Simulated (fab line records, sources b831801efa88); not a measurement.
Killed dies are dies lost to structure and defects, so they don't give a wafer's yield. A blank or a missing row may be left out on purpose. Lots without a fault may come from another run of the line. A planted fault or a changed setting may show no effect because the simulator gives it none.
One fault seen from 2 desks | flow sky130 | each desk has only its own numbers; what lay behind them comes last

THE TOOL OWNER'S DESK: pvd_sputter-03
The tool's own readings at SKY_METAL1_SPUTTER_02 (material AlCu, target thk 250 nm, time 13.3 s): means of the sampled wafers that have a number, for each lot that ran on this tool. A lot is out of limits, marked OUT, if its mean lies more than 4 standard deviations from the usual mean; the brackets give that distance.
Columns: A = throttle_valve_pct at SKY_METAL1_SPUTTER_02, usual 30.0 %
lot  | first seen here | A
L563 | day 34 06:59    | 30.2
L564 | day 34 11:46    | 30.4
L574 | day 37 18:43    | 29.7
L578 | day 38 19:48    | 30.2
This desk's finding: nothing out of limits on any of the 4 lots.

THE METROLOGY DESK
What the gauges read, lot by lot, whatever tool the lot ran on: means of the sampled wafers that have a number. A lot is out of limits, marked OUT, if its mean lies more than 4 standard deviations from the usual mean; the brackets give that distance.
Columns: A = cd_nm at SKY_POLY_CUT_CD_MEAS_08, usual 269.4 nm; B = METAL1_ALCU_RS at SKY_METAL1_RS_MEAS_05, usual 0.1263 ohm/sq; C = METAL1_ALCU_THK at SKY_METAL1_THK_MEAS_06, usual 248 nm
lot  | first seen here | A     | B                 | C
L558 | day 24 16:02    | 269.4 | 0.1285            | 243
L563 | day 27 01:55    | 266.3 | 0.1138 (-8.3) OUT | 282 (+11) OUT
L564 | day 27 07:13    | 267.9 | 0.1134 (-8.6) OUT | 281 (+10) OUT
L570 | day 29 15:34    | 268.7 | 0.1267            | 248
L571 | day 29 20:19    | 269.5 | 0.1265            | 246
L573 | day 30 02:24    | 270.9 | 0.1277            | 243
L574 | day 30 17:10    | 269.3 | 0.1248            | 250
L577 | day 31 11:40    | 271.4 | 0.1259            | 249
L578 | day 31 20:10    | 271.9 | 0.1225            | 256
This desk's finding: out of limits on L563, L564; first on L563, day 34 07:05 (METAL1_ALCU_RS at SKY_METAL1_RS_MEAS_05). In limits: L558, L570, L571, L573, L574, L577, L578.

PUT TOGETHER
The metrology desk could have raised an alarm at day 34 07:05, on L563, L564.
The tool owner's desk saw nothing out of limits.
The tool owner's desk has L563, L564 on record, within its limits.
Of the lots named, all ran SKY_METAL1_SPUTTER_02 on pvd_sputter-03.

WHAT THE SIMULATOR HAD PUT IN
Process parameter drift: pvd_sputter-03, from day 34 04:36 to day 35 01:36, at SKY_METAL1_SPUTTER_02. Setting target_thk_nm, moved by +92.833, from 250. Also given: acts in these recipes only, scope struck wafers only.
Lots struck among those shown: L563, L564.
Hours from the fault's start to each desk's first reading out of limits: the metrology desk, 2.
